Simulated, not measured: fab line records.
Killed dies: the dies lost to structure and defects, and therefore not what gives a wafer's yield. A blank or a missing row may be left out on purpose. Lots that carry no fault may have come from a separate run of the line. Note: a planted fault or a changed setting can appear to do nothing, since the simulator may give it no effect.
What tool caused it? -- flow gf180mcu -- 14 lots (42 wafers sampled), 1 step of a 602-step route

WHAT THE GAUGES SHOWED, per wafer
GF_SAB_CD_MEAS_09 targets a cd of 420 nm. Usual: 420.0 nm for cdNm, sd 2.1.
lot,measured,on,cdNm (nm),flag
L574,day 15 01:26,cdSem-02,423.2 424.2 424.5,
L575,day 15 09:41,cdSem-02,417.4 419.4 418.7,
L576,day 15 15:21,cdSem-02,418.8 418.5 419.3,
L578,day 16 21:23,cdSem-01,420.6 418.0 417.6,
L579,day 17 03:35,cdSem-02,420.7 420.1 418.0,
L581,day 17 16:46,cdSem-01,423.0 423.1 424.1,
L582,day 18 03:20,cdSem-01,420.7 418.4 419.7,
L583,day 18 18:49,cdSem-01,418.2 417.0 418.0,
L584,day 19 05:10,cdSem-02,421.2 420.9 421.7,
L587,day 20 01:48,cdSem-02,420.4 417.6 421.7,
L590,day 21 00:05,cdSem-02,419.9 420.0 418.3,
L594,day 22 05:18,cdSem-01,417.3 417.1 416.2,
L595,day 22 14:44,cdSem-02,419.7 421.3 420.4,
L597,day 23 07:37,cdSem-02,418.5 418.5 418.5,

EACH LOT AND THE TOOL THAT RAN IT (in order: tool; ch and the chambers of the sampled wafers; start)
The record holds no process step before these readings.

AS READ BY THE TOOLS THEMSELVES (means over the sampled wafers that have a number; for cases with no such wafer, the mark the record gives instead)
The record holds no such reading with a usual standard deviation.

THE ANSWER, worked out from the rows above alone
Rule: a lot counts as off when the mean over its wafers that have a number is more than 3 standard deviations away from the usual mean. Also off: a lot with no number at a reading for which 4 or more lots have one. The other lots that the step has rows for count as sound. Order of review: gauges by route order, followed by the tools' own readings, for which a lot's mean as printed above is used. The first step at which some lot is off is used, and at that step the reading that is off furthest; a lot without a number counts as furthest.
None of the lots is off at any reading shown; this tells nothing.

WHAT THE SIMULATOR PUT IN
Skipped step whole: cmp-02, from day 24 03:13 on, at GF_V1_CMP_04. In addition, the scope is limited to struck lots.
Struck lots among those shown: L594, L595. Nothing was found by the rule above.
